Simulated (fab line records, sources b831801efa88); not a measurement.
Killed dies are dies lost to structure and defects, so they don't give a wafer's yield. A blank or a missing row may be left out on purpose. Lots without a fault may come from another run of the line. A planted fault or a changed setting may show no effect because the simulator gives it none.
Chamber matching | flow sky130 | SKY_LI_CONTACT_ETCH_15 on rie_diel-01: 4 sister chambers
The step etches PSG in C4F8/O2/Ar, stops on Si, target depth 600 nm. 7 wafers are shown with their chamber, then 10 later ones without.

WAFERS WITH THEIR CHAMBER
wafer  | chamber | rf_fwd_power_W (W) | bias_w (W)
L085.2 | 3       | 1487               | 1196
L085.3 | 1       | 1486               | 1207
L086.1 | 2       | 1499               | 1199
L086.4 | 0       | 1490               | 1195
L086.6 | 2       | 1498               | 1199
L088.2 | 1       | 1496               | 1206
L088.3 | 0       | 1491               | 1206

WAFERS WITHOUT THEIR CHAMBER
wafer  | rf_fwd_power_W (W) | bias_w (W)
L088.6 | 1489               | 1203
L092.1 | 1487               | 1199
L092.2 | 1493               | 1196
L092.6 | 1496               | 1203
L094.3 | 1489               | 1201
L094.4 | 1488               | 1201
L094.5 | 1486               | 1198
L096.2 | 1497               | 1198
L096.5 | 1504               | 1198
L096.6 | 1496               | 1201

WHICH CHAMBER EACH WENT THROUGH
wafer  | from the rows above               | in truth
L088.6 | can't be placed: 0 or 1 or 3 or 2 | 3
L092.1 | can't be placed: 3 or 0 or 1      | 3
L092.2 | can't be placed: 0 or 3 or 2 or 1 | 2
L092.6 | can't be placed: 2 or 1 or 0 or 3 | 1
L094.3 | can't be placed: 0 or 3 or 1 or 2 | 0
L094.4 | can't be placed: 0 or 3 or 1 or 2 | 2
L094.5 | can't be placed: 3 or 0 or 1      | 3
L096.2 | can't be placed: 2 or 0 or 1      | 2
L096.5 | can't be placed: 2 or 0           | 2
L096.6 | can't be placed: 2 or 0 or 1 or 3 | 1
Placed correctly: 0 of 10. Can't be placed from these rows: 10 (the true chamber is among the candidates in 10). Placed wrongly: 0.
How it was worked out, from the rows above alone: a wafer's distance from a chamber is the root of the sum, over the readings, of the square of ((its reading less the chamber's mean) divided by the reading's scatter). The wafer belongs to the nearest chamber; if the next one is less than 2 further off, it can't be placed. A chamber's mean is the mean of its shown wafers. The scatter: the root of (the sum of the squares of (reading less its chamber's mean) over the shown wafers, divided by (wafers less chambers)).
